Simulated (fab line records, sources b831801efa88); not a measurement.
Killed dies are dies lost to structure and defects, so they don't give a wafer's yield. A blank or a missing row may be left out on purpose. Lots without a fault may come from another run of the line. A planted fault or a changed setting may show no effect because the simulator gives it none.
Which tool did it? | flow gf180mcu | 15 lots, 45 wafers sampled, at 2 steps of a route of 602

WHAT THE GAUGES READ, wafer by wafer
GF_M2_CD_MEAS_14: target cd 280 nm. Usual: cd_nm 280.4 nm, standard deviation 0.99.
lot  | measured     | on        | cd_nm (nm)        | flag
L658 | day 19 13:46 | cd_sem-01 | 280.7 281.2 280.2 |
L659 | day 20 01:57 | cd_sem-01 | 282.0 281.1 282.2 |
L660 | day 20 05:04 | cd_sem-01 | 280.2 279.6 280.4 |
L661 | day 20 16:59 | cd_sem-02 | 281.1 282.1 281.2 |
L662 | day 20 22:14 | cd_sem-01 | 278.2 280.1 280.4 |
L664 | day 21 15:42 | cd_sem-02 | 281.1 283.0 282.9 |
L666 | day 22 11:46 | cd_sem-01 | 279.2 279.6 280.7 |
L667 | day 22 18:49 | cd_sem-02 | 280.3 280.1 281.4 |
L668 | day 22 23:49 | cd_sem-01 | 279.9 280.5 279.3 |
L674 | day 24 22:58 | cd_sem-01 | 278.7 278.3 278.8 |
L675 | day 25 08:19 | cd_sem-02 | 281.9 281.2 280.7 |
L677 | day 26 00:55 | cd_sem-02 | 279.6 280.2 280.3 |
L679 | day 26 10:46 | cd_sem-02 | 281.4 280.1 280.3 |
L680 | day 26 17:57 | cd_sem-01 | 280.7 280.9 280.6 |
L681 | day 27 02:30 | cd_sem-02 | 280.3 278.7 279.3 |

WHICH TOOL RAN EACH LOT (tool, then ch and the chambers of the sampled wafers, then the start)
lot  | GF_M2_SPUTTER_04
L658 | pvd_sputter-04, day 18 13:35
L659 | pvd_sputter-04, day 19 00:46
L660 | pvd_sputter-04, day 19 04:14
L661 | pvd_sputter-04, day 19 16:52
L662 | pvd_sputter-04, day 19 22:27
L664 | pvd_sputter-01, day 20 15:36
L666 | pvd_sputter-01, day 21 12:10
L667 | pvd_sputter-04, day 21 19:28
L668 | pvd_sputter-02, day 22 00:31
L674 | pvd_sputter-01, day 24 00:54
L675 | pvd_sputter-01, day 24 10:36
L677 | pvd_sputter-02, day 25 03:19
L679 | pvd_sputter-01, day 25 13:55
L680 | pvd_sputter-01, day 25 21:11
L681 | pvd_sputter-01, day 26 05:58
- GF_M2_SPUTTER_04: material TiN, target thk 50 nm, time 41.7 s.

WHAT THE TOOLS THEMSELVES READ (means of the sampled wafers that have a number; where no wafer has one, the mark that the record gives instead)
GF_M2_SPUTTER_04. Usual: throttle_valve_pct 30.0 %, standard deviation 0.52.
lot  | tool           | throttle_valve_pct (%) | flag
L658 | pvd_sputter-04 | 29.6                   |
L659 | pvd_sputter-04 | 30.5                   |
L660 | pvd_sputter-04 | 29.9                   |
L661 | pvd_sputter-04 | 30.6                   |
L662 | pvd_sputter-04 | 29.7                   |
L664 | pvd_sputter-01 | 29.8                   |
L666 | pvd_sputter-01 | 29.5                   |
L667 | pvd_sputter-04 | 30.3                   |
L668 | pvd_sputter-02 | 29.6                   |
L674 | pvd_sputter-01 | 29.7                   |
L675 | pvd_sputter-01 | 29.9                   |
L677 | pvd_sputter-02 | 30.0                   |
L679 | pvd_sputter-01 | 29.9                   |
L680 | pvd_sputter-01 | 30.0                   |
L681 | pvd_sputter-01 | 29.8                   |

THE ANSWER, worked out from the rows above alone
Rule: a lot is off if the mean of its wafers that have a number lies more than 3 standard deviations from the usual mean. A lot without any number at a reading at which 4 lots or more have one is off too. The other lots that the step has rows for count as sound. The gauges are gone through in route order, then the tools' own readings, and for those a lot's mean is taken as printed above. The first step at which some lot is off is used, and at that step the reading that is off furthest; a lot without a number counts as furthest.
No lot is off at any reading shown: from this, nothing can be told.

WHAT THE SIMULATOR HAD PUT IN
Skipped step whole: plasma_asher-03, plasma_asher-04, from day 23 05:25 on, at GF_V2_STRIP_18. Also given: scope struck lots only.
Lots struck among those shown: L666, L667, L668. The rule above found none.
